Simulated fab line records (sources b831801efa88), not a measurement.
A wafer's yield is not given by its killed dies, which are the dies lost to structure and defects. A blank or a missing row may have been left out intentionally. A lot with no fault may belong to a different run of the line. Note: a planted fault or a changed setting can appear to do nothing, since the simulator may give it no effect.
fab line records || flow sky130 || part 2 of 2: steps 26 to 36 of 36
record {"lots": 5, "wafers": 15, "last_day": 49}
route steps=708 shown VIA1@477 METAL2@483 VIA2@507
lots untouched by any fault: they come from a run of this same line in which no faults occurred
start_h: start of the lot's first displayed wafer, in hours after the record's first day || wait_h: hours since the lot's step before || " identical to the entry in the row above || L1.1+2: several wafers, shown together as one row || - no value, or no start was given || * or withheld: withheld || < > ~ a bound
route shown NAME@n: names a module that has steps shown in the file, with the first one's number in the route || usual: mean and standard deviation over wafers with no fault || same: alike in all rows || chamber/n: place in a boat || sites: per-site readings || _std_site: the values' standard deviation || _edge_site: inner sites' mean taken away from outer sites' mean || radius_mm: for every site, how far away it sits from the centre of the wafer || mask NAME#n: copy n || behind: the last tool/chamber to shape the wafer || hold: what put the lot on hold/how long, in hours/how the hold closed || device: names the non-switching transistor (n, p or np) || end of line: tests of these same wafers at the route's end || a step without rows: its recipe alone || killed: dies lost to structure and defects at the first sort, not the wafer's yield || map: per-die view of a wafer (x killed, . not killed, _ where there is no die)
set.NAME: setting as actually run; set.NAME@STEP: the setting as run at that earlier step || model.NAME: the simulator's own value behind a step, which no gauge read
lots at some steps of the route; a table a step, a row a wafer
services: the hour from which a tool's chamber was out of use, counted from the record's first day as start_h (under 0 if before that day), plus the number of hours and why
## steps
# step SKY_METAL2_METAL_ETCH_19
# recipe {"target_depth_a": 3600, "stop_on": "SiO2", "over_etch_frac": 0.3, "time_s": 78, "chemistry": "Cl2/BCl3", "resist_sidewall_deg": 88, "pressure_mtorr": 10, "icp_w": 900, "bias_w": 48.5, "Cl2_flow_sccm": 60, "bcl3_flow_sccm": 30}
# usual {"drypump_motor_current_A": "5.8/0.41", "oes_product_au": "0.854/0.0052", "throttle_valve_pct": "22.264/0.0086"}
# same {"time_s": 78}
{"lot.wafer": "L077.3", "tool": "rie_metal-03", "chamber": 0, "start_h": 851.81, "wait_h": 0.1, "drypump_motor_current_A": 6.3, "oes_product_au": 0.851, "rf_hours_counter_h": "-", "throttle_valve_pct": 22.264}
{"lot.wafer": "L077.4", "tool": "rie_metal-03", "chamber": 1, "start_h": 851.81, "wait_h": 0.1, "drypump_motor_current_A": 5.4, "oes_product_au": 0.855, "rf_hours_counter_h": "-", "throttle_valve_pct": 22.255}
{"lot.wafer": "L077.6", "tool": "rie_metal-03", "chamber": 0, "start_h": 851.81, "wait_h": 0.1, "drypump_motor_current_A": 6.3, "oes_product_au": 0.857, "rf_hours_counter_h": "-", "throttle_valve_pct": 22.263}
{"lot.wafer": "L083.1", "tool": "rie_metal-03", "chamber": 0, "start_h": 894.81, "wait_h": 0.1, "drypump_motor_current_A": 6.3, "oes_product_au": 0.851, "rf_hours_counter_h": 13, "throttle_valve_pct": 22.256}
{"lot.wafer": "L083.2", "tool": "rie_metal-03", "chamber": 0, "start_h": 894.81, "wait_h": 0.1, "drypump_motor_current_A": 6.3, "oes_product_au": 0.861, "rf_hours_counter_h": "-", "throttle_valve_pct": 22.265}
{"lot.wafer": "L083.6", "tool": "rie_metal-03", "chamber": 0, "start_h": 894.81, "wait_h": 0.1, "drypump_motor_current_A": 6.2, "oes_product_au": 0.850, "rf_hours_counter_h": "-", "throttle_valve_pct": 22.250}
{"lot.wafer": "L084.1", "tool": "rie_metal-04", "chamber": 1, "start_h": 903.32, "wait_h": 0.0, "drypump_motor_current_A": 6.1, "oes_product_au": 0.846, "rf_hours_counter_h": 17, "throttle_valve_pct": 22.274}
{"lot.wafer": "L084.2", "tool": "rie_metal-04", "chamber": 0, "start_h": 903.32, "wait_h": 0.0, "drypump_motor_current_A": 5.3, "oes_product_au": 0.852, "rf_hours_counter_h": 12, "throttle_valve_pct": 22.265}
{"lot.wafer": "L084.3", "tool": "rie_metal-04", "chamber": 0, "start_h": 903.32, "wait_h": 0.0, "drypump_motor_current_A": 5.3, "oes_product_au": 0.852, "rf_hours_counter_h": "-", "throttle_valve_pct": 22.273}
{"lot.wafer": "L086.1", "tool": "rie_metal-01", "chamber": 0, "start_h": 925.34, "wait_h": 0.0, "drypump_motor_current_A": 6.2, "oes_product_au": 0.850, "rf_hours_counter_h": 9, "throttle_valve_pct": 22.250}
{"lot.wafer": "L086.2", "tool": "rie_metal-01", "chamber": 1, "start_h": 925.34, "wait_h": 0.0, "drypump_motor_current_A": 5.4, "oes_product_au": 0.855, "rf_hours_counter_h": 6, "throttle_valve_pct": 22.253}
{"lot.wafer": "L086.5", "tool": "rie_metal-01", "chamber": 0, "start_h": 925.34, "wait_h": 0.0, "drypump_motor_current_A": 6.2, "oes_product_au": 0.857, "rf_hours_counter_h": "-", "throttle_valve_pct": 22.269}
{"lot.wafer": "L088.2", "tool": "rie_metal-03", "chamber": 1, "start_h": 940.28, "wait_h": 0.0, "drypump_motor_current_A": 5.4, "oes_product_au": 0.848, "rf_hours_counter_h": 1, "throttle_valve_pct": 22.262}
{"lot.wafer": "L088.5", "tool": "rie_metal-03", "chamber": 0, "start_h": 940.28, "wait_h": 0.0, "drypump_motor_current_A": 6.3, "oes_product_au": 0.855, "rf_hours_counter_h": "-", "throttle_valve_pct": 22.271}
{"lot.wafer": "L088.6", "tool": "rie_metal-03", "chamber": 1, "start_h": 940.28, "wait_h": 0.0, "drypump_motor_current_A": 5.4, "oes_product_au": 0.859, "rf_hours_counter_h": "-", "throttle_valve_pct": 22.269}
# step SKY_METAL2_STRIP_20
# recipe {"chemistry": "O2/N2", "power_w": 1400, "pressure_mtorr": 1500, "platen_temp_c": "withheld", "o2_flow_sccm": 3000, "n2_flow_sccm": 300, "overash_fraction": 0.5}
# usual {"drypump_motor_current_A": "5.7/0.51", "oes_product_au": "0.342/0.0046", "strip_time_to_endpoint_s": "2.68/0.04"}
{"lot.wafer": "L077.3", "tool": "plasma_asher-03", "chamber": 0, "start_h": 851.90, "wait_h": 0.1, "drypump_motor_current_A": 5.6, "oes_product_au": 0.344, "rf_hours_counter_h": "-", "strip_time_to_endpoint_s": 2.70}
{"lot.wafer": "L077.4", "tool": "plasma_asher-03", "chamber": 1, "start_h": 851.90, "wait_h": 0.1, "drypump_motor_current_A": 5.1, "oes_product_au": 0.345, "rf_hours_counter_h": "-", "strip_time_to_endpoint_s": 2.60}
{"lot.wafer": "L077.6", "tool": "plasma_asher-03", "chamber": 0, "start_h": 851.90, "wait_h": 0.1, "drypump_motor_current_A": 5.6, "oes_product_au": 0.345, "rf_hours_counter_h": "-", "strip_time_to_endpoint_s": 2.67}
{"lot.wafer": "L083.1", "tool": "plasma_asher-04", "chamber": 0, "start_h": 894.99, "wait_h": 0.1, "drypump_motor_current_A": 5.3, "oes_product_au": 0.335, "rf_hours_counter_h": 15, "strip_time_to_endpoint_s": 2.72}
{"lot.wafer": "L083.2", "tool": "plasma_asher-04", "chamber": 1, "start_h": 894.99, "wait_h": 0.1, "drypump_motor_current_A": 6.4, "oes_product_au": 0.345, "rf_hours_counter_h": 15, "strip_time_to_endpoint_s": 2.71}
{"lot.wafer": "L083.6", "tool": "plasma_asher-04", "chamber": 1, "start_h": 894.99, "wait_h": 0.1, "drypump_motor_current_A": 6.4, "oes_product_au": 0.340, "rf_hours_counter_h": "-", "strip_time_to_endpoint_s": 2.74}
{"lot.wafer": "L084.1", "tool": "plasma_asher-03", "chamber": 1, "start_h": 903.41, "wait_h": 0.1, "drypump_motor_current_A": 5.1, "oes_product_au": 0.339, "rf_hours_counter_h": 76, "strip_time_to_endpoint_s": 2.68}
{"lot.wafer": "L084.2", "tool": "plasma_asher-03", "chamber": 0, "start_h": 903.41, "wait_h": 0.1, "drypump_motor_current_A": 5.6, "oes_product_au": 0.346, "rf_hours_counter_h": 76, "strip_time_to_endpoint_s": 2.72}
{"lot.wafer": "L084.3", "tool": "plasma_asher-03", "chamber": 1, "start_h": 903.41, "wait_h": 0.1, "drypump_motor_current_A": 5.1, "oes_product_au": 0.345, "rf_hours_counter_h": "-", "strip_time_to_endpoint_s": 2.72}
{"lot.wafer": "L086.1", "tool": "plasma_asher-04", "chamber": 0, "start_h": 925.43, "wait_h": 0.1, "drypump_motor_current_A": 5.3, "oes_product_au": 0.346, "rf_hours_counter_h": 18, "strip_time_to_endpoint_s": 2.64}
{"lot.wafer": "L086.2", "tool": "plasma_asher-04", "chamber": 1, "start_h": 925.43, "wait_h": 0.1, "drypump_motor_current_A": 6.4, "oes_product_au": 0.343, "rf_hours_counter_h": 18, "strip_time_to_endpoint_s": 2.70}
{"lot.wafer": "L086.5", "tool": "plasma_asher-04", "chamber": 0, "start_h": 925.43, "wait_h": 0.1, "drypump_motor_current_A": 5.3, "oes_product_au": 0.345, "rf_hours_counter_h": "-", "strip_time_to_endpoint_s": 2.62}
{"lot.wafer": "L088.2", "tool": "plasma_asher-02", "chamber": 0, "start_h": 940.37, "wait_h": 0.1, "drypump_motor_current_A": 5.3, "oes_product_au": 0.343, "rf_hours_counter_h": 115, "strip_time_to_endpoint_s": 2.64}
{"lot.wafer": "L088.5", "tool": "plasma_asher-02", "chamber": 1, "start_h": 940.37, "wait_h": 0.1, "drypump_motor_current_A": 6.4, "oes_product_au": 0.346, "rf_hours_counter_h": "-", "strip_time_to_endpoint_s": 2.69}
{"lot.wafer": "L088.6", "tool": "plasma_asher-02", "chamber": 0, "start_h": 940.37, "wait_h": 0.1, "drypump_motor_current_A": 5.3, "oes_product_au": 0.339, "rf_hours_counter_h": "-", "strip_time_to_endpoint_s": 2.60}
# step SKY_METAL2_STRIP_21
# recipe {"chemistry": "post_etch_residue_remover", "time_s": 1200, "temp_c": 72.5}
# same {"time_s": 1200}
{"lot.wafer": "L077.3+4+6", "tool": "wet_bench-03", "chamber": 1, "start_h": 851.97, "wait_h": 0.0}
{"lot.wafer": "L083.1+2+6", "tool": "wet_bench-01", "chamber": 2, "start_h": 895.09, "wait_h": 0.1}
{"lot.wafer": "L084.1+2+3", "tool": "wet_bench-01", "chamber": 3, "start_h": 903.51, "wait_h": 0.1}
{"lot.wafer": "L086.1+2+5", "tool": "wet_bench-04", "chamber": 0, "start_h": 925.53, "wait_h": 0.1}
{"lot.wafer": "L088.2+5+6", "tool": "wet_bench-04", "chamber": 2, "start_h": 940.47, "wait_h": 0.1}
# step SKY_METAL2_CLEAN_22
# recipe {"chemistry": "IPA", "time_s": 180, "temp_c": 25}
# same {"time_s": 180}
{"lot.wafer": "L077.3+4+6", "tool": "wet_bench-04", "chamber": 1, "start_h": 852.31, "wait_h": 0.0}
{"lot.wafer": "L083.1+2+6", "tool": "wet_bench-03", "chamber": 1, "start_h": 895.44, "wait_h": 0.0}
{"lot.wafer": "L084.1+2+3", "tool": "wet_bench-03", "chamber": 3, "start_h": 903.89, "wait_h": 0.0}
{"lot.wafer": "L086.1+2+5", "tool": "wet_bench-01", "chamber": 0, "start_h": 925.87, "wait_h": 0.0}
{"lot.wafer": "L088.2+5+6", "tool": "wet_bench-01", "chamber": 3, "start_h": 940.81, "wait_h": 0.0}
# step SKY_METAL2_CLEAN_23
# recipe {"chemistry": "O3/DIW", "dry": "n2_spin"}
{"lot.wafer": "L077.3+4+6", "tool": "wet_bench-01", "chamber": 0, "start_h": 852.38, "wait_h": 0.0}
{"lot.wafer": "L083.1+2+6", "tool": "wet_bench-04", "chamber": 0, "start_h": 895.49, "wait_h": 0.0}
{"lot.wafer": "L084.1+2+3", "tool": "wet_bench-01", "chamber": 1, "start_h": 903.95, "wait_h": 0.0}
{"lot.wafer": "L086.1+2+5", "tool": "wet_bench-04", "chamber": 2, "start_h": 925.93, "wait_h": 0.0}
{"lot.wafer": "L088.2+5+6", "tool": "wet_bench-04", "chamber": 2, "start_h": 940.87, "wait_h": 0.0}
# step SKY_VIA2_HDPCVD_00
# recipe {"material": "SiO2", "target_thk_nm": 1180, "sigma_open_frac": 0.3, "time_s": 196.7, "temp_c": 400, "sih4_flow_sccm": 60, "pressure_mtorr": 6}
# same {"time_s": 196.7}
{"lot.wafer": "L077.3+4+6", "tool": "hdpcvd-02", "chamber": "0,1,2", "start_h": 852.47, "wait_h": 0.0}
{"lot.wafer": "L083.1+2+6", "tool": "hdpcvd-02", "chamber": "1,0,1", "start_h": 895.59, "wait_h": 0.0}
{"lot.wafer": "L084.1+2+3", "tool": "hdpcvd-02", "chamber": "1,0,2", "start_h": 904.05, "wait_h": 0.0}
{"lot.wafer": "L086.1+2+5", "tool": "hdpcvd-02", "chamber": "0,2,1", "start_h": 926.02, "wait_h": 0.0}
{"lot.wafer": "L088.2+5+6", "tool": "hdpcvd-01", "chamber": "2,1,2", "start_h": 940.96, "wait_h": 0.0}
# step SKY_VIA2_THK_MEAS_01
# recipe {"reads": "SiO2_of_VIA2_HDPCVD_00"}
# usual {"VIA2_HDPCVD_THK": "1182/13"}
{"lot.wafer": "L077.3", "tool": "film_metro-03", "chamber": "-", "start_h": 852.62, "wait_h": 0.1, "VIA2_HDPCVD_THK[nm]": 1194}
{"lot.wafer": "L077.4", "tool": "film_metro-03", "chamber": "-", "start_h": 852.62, "wait_h": 0.1, "VIA2_HDPCVD_THK[nm]": 1183}
{"lot.wafer": "L077.6", "tool": "film_metro-03", "chamber": "-", "start_h": 852.62, "wait_h": 0.1, "VIA2_HDPCVD_THK[nm]": 1176}
{"lot.wafer": "L083.1", "tool": "film_metro-03", "chamber": "-", "start_h": 895.71, "wait_h": 0.1, "VIA2_HDPCVD_THK[nm]": 1188}
{"lot.wafer": "L083.2", "tool": "film_metro-03", "chamber": "-", "start_h": 895.71, "wait_h": 0.1, "VIA2_HDPCVD_THK[nm]": 1199}
{"lot.wafer": "L083.6", "tool": "film_metro-03", "chamber": "-", "start_h": 895.71, "wait_h": 0.1, "VIA2_HDPCVD_THK[nm]": 1180}
{"lot.wafer": "L084.1", "tool": "film_metro-03", "chamber": "-", "start_h": 904.17, "wait_h": 0.1, "VIA2_HDPCVD_THK[nm]": 1200}
{"lot.wafer": "L084.2", "tool": "film_metro-03", "chamber": "-", "start_h": 904.17, "wait_h": 0.1, "VIA2_HDPCVD_THK[nm]": 1208}
{"lot.wafer": "L084.3", "tool": "film_metro-03", "chamber": "-", "start_h": 904.17, "wait_h": 0.1, "VIA2_HDPCVD_THK[nm]": 1189}
{"lot.wafer": "L086.1", "tool": "film_metro-03", "chamber": "-", "start_h": 926.14, "wait_h": 0.1, "VIA2_HDPCVD_THK[nm]": 1172}
{"lot.wafer": "L086.2", "tool": "film_metro-03", "chamber": "-", "start_h": 926.14, "wait_h": 0.1, "VIA2_HDPCVD_THK[nm]": 1179}
{"lot.wafer": "L086.5", "tool": "film_metro-03", "chamber": "-", "start_h": 926.14, "wait_h": 0.1, "VIA2_HDPCVD_THK[nm]": 1187}
{"lot.wafer": "L088.2", "tool": "film_metro-03", "chamber": "-", "start_h": 941.10, "wait_h": 0.1, "VIA2_HDPCVD_THK[nm]": 1168}
{"lot.wafer": "L088.5", "tool": "film_metro-03", "chamber": "-", "start_h": 941.10, "wait_h": 0.1, "VIA2_HDPCVD_THK[nm]": 1175}
{"lot.wafer": "L088.6", "tool": "film_metro-03", "chamber": "-", "start_h": 941.10, "wait_h": 0.1, "VIA2_HDPCVD_THK[nm]": 1197}
# step SKY_VIA2_CMP_02
# recipe {"material": "SiO2", "down_force_psi": 4, "platen_rpm": 60, "pad_velocity_m_s": 0.94248}
# usual {"motor_current_A": "11.5/1.4", "retaining_ring_pressure_frac": "1.000/0.0043", "slurry_flow_ml_min": "150.0/0.45"}
{"lot.wafer": "L077.3", "tool": "cmp-02", "chamber": 1, "start_h": 852.66, "wait_h": 0.0, "motor_current_A": 10.4, "retaining_ring_pressure_frac": 1.004, "slurry_flow_ml_min": 149.2}
{"lot.wafer": "L077.4", "tool": "cmp-02", "chamber": 2, "start_h": 852.66, "wait_h": 0.0, "motor_current_A": 13.5, "retaining_ring_pressure_frac": 1.001, "slurry_flow_ml_min": 150.7}
{"lot.wafer": "L077.6", "tool": "cmp-02", "chamber": 2, "start_h": 852.66, "wait_h": 0.0, "motor_current_A": 13.4, "retaining_ring_pressure_frac": 1.004, "slurry_flow_ml_min": 150.7}
{"lot.wafer": "L083.2", "tool": "cmp-01", "chamber": 1, "start_h": 895.77, "wait_h": 0.0, "motor_current_A": 9.5, "retaining_ring_pressure_frac": 1.000, "slurry_flow_ml_min": 150.2}
{"lot.wafer": "L083.1", "tool": "cmp-01", "chamber": 2, "start_h": 895.77, "wait_h": 0.0, "motor_current_A": 9.9, "retaining_ring_pressure_frac": 0.992, "slurry_flow_ml_min": 150.0}
{"lot.wafer": "L083.6", "tool": "cmp-01", "chamber": 1, "start_h": 895.77, "wait_h": 0.0, "motor_current_A": 9.4, "retaining_ring_pressure_frac": 0.998, "slurry_flow_ml_min": 150.6}
{"lot.wafer": "L084.3", "tool": "cmp-01", "chamber": 3, "start_h": 904.23, "wait_h": 0.0, "motor_current_A": 11.5, "retaining_ring_pressure_frac": 1.000, "slurry_flow_ml_min": 149.6}
{"lot.wafer": "L084.1", "tool": "cmp-01", "chamber": 1, "start_h": 904.23, "wait_h": 0.0, "motor_current_A": 9.6, "retaining_ring_pressure_frac": 1.006, "slurry_flow_ml_min": 150.5}
{"lot.wafer": "L084.2", "tool": "cmp-01", "chamber": 2, "start_h": 904.23, "wait_h": 0.0, "motor_current_A": 10.3, "retaining_ring_pressure_frac": 1.003, "slurry_flow_ml_min": 150.0}
{"lot.wafer": "L086.2", "tool": "cmp-01", "chamber": 2, "start_h": 926.20, "wait_h": 0.0, "motor_current_A": 10.7, "retaining_ring_pressure_frac": 0.998, "slurry_flow_ml_min": 151.3}
{"lot.wafer": "L086.1", "tool": "cmp-01", "chamber": 3, "start_h": 926.20, "wait_h": 0.0, "motor_current_A": 11.2, "retaining_ring_pressure_frac": 0.992, "slurry_flow_ml_min": 150.3}
{"lot.wafer": "L086.5", "tool": "cmp-01", "chamber": 2, "start_h": 926.20, "wait_h": 0.0, "motor_current_A": 10.4, "retaining_ring_pressure_frac": 1.011, "slurry_flow_ml_min": 150.3}
{"lot.wafer": "L088.2", "tool": "cmp-02", "chamber": 3, "start_h": 941.20, "wait_h": 0.1, "motor_current_A": 13.2, "retaining_ring_pressure_frac": 1.000, "slurry_flow_ml_min": 150.4}
{"lot.wafer": "L088.6", "tool": "cmp-02", "chamber": 2, "start_h": 941.20, "wait_h": 0.1, "motor_current_A": 13.4, "retaining_ring_pressure_frac": 0.993, "slurry_flow_ml_min": 149.1}
{"lot.wafer": "L088.5", "tool": "cmp-02", "chamber": 3, "start_h": 941.20, "wait_h": 0.1, "motor_current_A": 11.9, "retaining_ring_pressure_frac": 1.001, "slurry_flow_ml_min": 149.7}
# step SKY_VIA2_BOW_MEAS_03
# recipe {"mode": "bow"}
# usual {"VIA2_BOW": "85/7.2"}
{"lot.wafer": "L077.3", "tool": "film_metro-02", "chamber": "-", "start_h": 853.00, "wait_h": 0.3, "VIA2_BOW[um]": 88}
{"lot.wafer": "L077.4", "tool": "film_metro-02", "chamber": "-", "start_h": 853.00, "wait_h": 0.3, "VIA2_BOW[um]": 93}
{"lot.wafer": "L077.6", "tool": "film_metro-02", "chamber": "-", "start_h": 853.00, "wait_h": 0.3, "VIA2_BOW[um]": 86}
{"lot.wafer": "L083.1", "tool": "film_metro-03", "chamber": "-", "start_h": 896.07, "wait_h": 0.2, "VIA2_BOW[um]": 84}
{"lot.wafer": "L083.2", "tool": "film_metro-03", "chamber": "-", "start_h": 896.07, "wait_h": 0.2, "VIA2_BOW[um]": 79}
{"lot.wafer": "L083.6", "tool": "film_metro-03", "chamber": "-", "start_h": 896.07, "wait_h": 0.2, "VIA2_BOW[um]": 102}
{"lot.wafer": "L084.1", "tool": "film_metro-02", "chamber": "-", "start_h": 904.53, "wait_h": 0.1, "VIA2_BOW[um]": 79}
{"lot.wafer": "L084.2", "tool": "film_metro-02", "chamber": "-", "start_h": 904.53, "wait_h": 0.1, "VIA2_BOW[um]": 90}
{"lot.wafer": "L084.3", "tool": "film_metro-02", "chamber": "-", "start_h": 904.53, "wait_h": 0.1, "VIA2_BOW[um]": 84}
{"lot.wafer": "L086.1", "tool": "film_metro-03", "chamber": "-", "start_h": 926.50, "wait_h": 0.2, "VIA2_BOW[um]": 73}
{"lot.wafer": "L086.2", "tool": "film_metro-03", "chamber": "-", "start_h": 926.50, "wait_h": 0.2, "VIA2_BOW[um]": 82}
{"lot.wafer": "L086.5", "tool": "film_metro-03", "chamber": "-", "start_h": 926.50, "wait_h": 0.2, "VIA2_BOW[um]": 84}
{"lot.wafer": "L088.2", "tool": "film_metro-02", "chamber": "-", "start_h": 941.47, "wait_h": 0.2, "VIA2_BOW[um]": 93}
{"lot.wafer": "L088.5", "tool": "film_metro-02", "chamber": "-", "start_h": 941.47, "wait_h": 0.2, "VIA2_BOW[um]": 86}
{"lot.wafer": "L088.6", "tool": "film_metro-02", "chamber": "-", "start_h": 941.47, "wait_h": 0.2, "VIA2_BOW[um]": 111}
# step SKY_VIA2_DEHYDRATE_04
# recipe {"temp_c": 200, "time_s": 60}
# usual {"plate_temp_C": "200.01/0.16"}
# same {"time_s": 60}
{"lot.wafer": "L077.3", "tool": "litho_track-01", "chamber": 0, "start_h": 864.85, "wait_h": 11.8, "plate_temp_C": 199.85}
{"lot.wafer": "L077.4", "tool": "litho_track-01", "chamber": 0, "start_h": 864.85, "wait_h": 11.8, "plate_temp_C": 199.98}
{"lot.wafer": "L077.6", "tool": "litho_track-01", "chamber": 0, "start_h": 864.85, "wait_h": 11.8, "plate_temp_C": 199.85}
{"lot.wafer": "L083.1", "tool": "litho_track-01", "chamber": 0, "start_h": 908.25, "wait_h": 12.2, "plate_temp_C": 199.94}
{"lot.wafer": "L083.2", "tool": "litho_track-01", "chamber": 0, "start_h": 908.25, "wait_h": 12.2, "plate_temp_C": 200.12}
{"lot.wafer": "L083.6", "tool": "litho_track-01", "chamber": 0, "start_h": 908.25, "wait_h": 12.2, "plate_temp_C": 200.18}
{"lot.wafer": "L084.1", "tool": "litho_track-01", "chamber": 0, "start_h": 915.90, "wait_h": 11.3, "plate_temp_C": 199.95}
{"lot.wafer": "L084.2", "tool": "litho_track-01", "chamber": 0, "start_h": 915.90, "wait_h": 11.3, "plate_temp_C": 200.05}
{"lot.wafer": "L084.3", "tool": "litho_track-01", "chamber": 0, "start_h": 915.90, "wait_h": 11.3, "plate_temp_C": 200.12}
{"lot.wafer": "L086.1", "tool": "litho_track-01", "chamber": 0, "start_h": 938.00, "wait_h": 11.5, "plate_temp_C": 199.84}
{"lot.wafer": "L086.2", "tool": "litho_track-01", "chamber": 0, "start_h": 938.00, "wait_h": 11.5, "plate_temp_C": 200.03}
{"lot.wafer": "L086.5", "tool": "litho_track-01", "chamber": 0, "start_h": 938.00, "wait_h": 11.5, "plate_temp_C": 199.73}
{"lot.wafer": "L088.2", "tool": "litho_track-02", "chamber": 0, "start_h": 953.60, "wait_h": 12.1, "plate_temp_C": 200.00}
{"lot.wafer": "L088.5", "tool": "litho_track-02", "chamber": 0, "start_h": 953.60, "wait_h": 12.1, "plate_temp_C": 200.17}
{"lot.wafer": "L088.6", "tool": "litho_track-02", "chamber": 0, "start_h": 953.60, "wait_h": 12.1, "plate_temp_C": 200.04}
# step SKY_VIA2_HMDS_05
# recipe {"prime_time_s": 60, "prime_temp_c": 120}
{"lot.wafer": "L077.3+4+6", "tool": "litho_track-01", "chamber": 0, "start_h": 865.00, "wait_h": 0.1}
{"lot.wafer": "L083.1+2+6", "tool": "litho_track-01", "chamber": 0, "start_h": 908.40, "wait_h": 0.1}
{"lot.wafer": "L084.1+2+3", "tool": "litho_track-01", "chamber": 0, "start_h": 916.05, "wait_h": 0.1}
{"lot.wafer": "L086.1+2+5", "tool": "litho_track-01", "chamber": 0, "start_h": 938.15, "wait_h": 0.1}
{"lot.wafer": "L088.2+5+6", "tool": "litho_track-02", "chamber": 0, "start_h": 953.75, "wait_h": 0.1}
## services
{"tool": "krf_scanner-02", "chamber": "-", "start_h": 806.63, "hours": 9.7, "kind": "repair"}
{"tool": "pvd_sputter-01", "chamber": "-", "start_h": 813.63, "hours": 1.2, "kind": "repair"}
{"tool": "wet_bench-01", "chamber": "-", "start_h": 816.67, "hours": 1.9, "kind": "pm"}
{"tool": "krf_scanner-02", "chamber": "-", "start_h": 817.29, "hours": 4.0, "kind": "pm"}
{"tool": "rie_metal-03", "chamber": "-", "start_h": 829.06, "hours": 1.4, "kind": "pm"}
{"tool": "rie_metal-03", "chamber": "-", "start_h": 830.50, "hours": 14.6, "kind": "pm"}
{"tool": "pvd_sputter-02", "chamber": "-", "start_h": 831.83, "hours": 20.9, "kind": "repair"}
{"tool": "krf_scanner-02", "chamber": "-", "start_h": 835.05, "hours": 0.6, "kind": "repair"}
{"tool": "pvd_sputter-02", "chamber": "-", "start_h": 839.97, "hours": 14.8, "kind": "repair"}
{"tool": "cmp-01", "chamber": "-", "start_h": 848.83, "hours": 0.5, "kind": "repair"}
{"tool": "cmp-01", "chamber": "-", "start_h": 871.80, "hours": 1.1, "kind": "repair"}
{"tool": "krf_scanner-02", "chamber": "-", "start_h": 875.13, "hours": 0.6, "kind": "repair"}
{"tool": "krf_scanner-02", "chamber": "-", "start_h": 889.15, "hours": 3.6, "kind": "pm"}
{"tool": "cmp-01", "chamber": "-", "start_h": 898.04, "hours": 2.2, "kind": "repair"}
{"tool": "wet_bench-03", "chamber": "-", "start_h": 901.26, "hours": 0.9, "kind": "repair"}
{"tool": "krf_scanner-02", "chamber": "-", "start_h": 902.31, "hours": 1.3, "kind": "pm"}
{"tool": "krf_scanner-02", "chamber": "-", "start_h": 905.56, "hours": 0.9, "kind": "repair"}
{"tool": "krf_scanner-02", "chamber": "-", "start_h": 910.98, "hours": 0.9, "kind": "repair"}
{"tool": "cmp-01", "chamber": "-", "start_h": 911.34, "hours": 2.5, "kind": "repair"}
{"tool": "cmp-01", "chamber": "-", "start_h": 913.86, "hours": 4.0, "kind": "pm"}
{"tool": "cmp-02", "chamber": "-", "start_h": 917.86, "hours": 5.5, "kind": "pm"}
{"tool": "cmp-02", "chamber": "-", "start_h": 922.72, "hours": 5.8, "kind": "repair"}
{"tool": "cmp-01", "chamber": "-", "start_h": 941.29, "hours": 1.3, "kind": "repair"}
{"tool": "pvd_sputter-01", "chamber": "-", "start_h": 953.33, "hours": 2.4, "kind": "repair"}
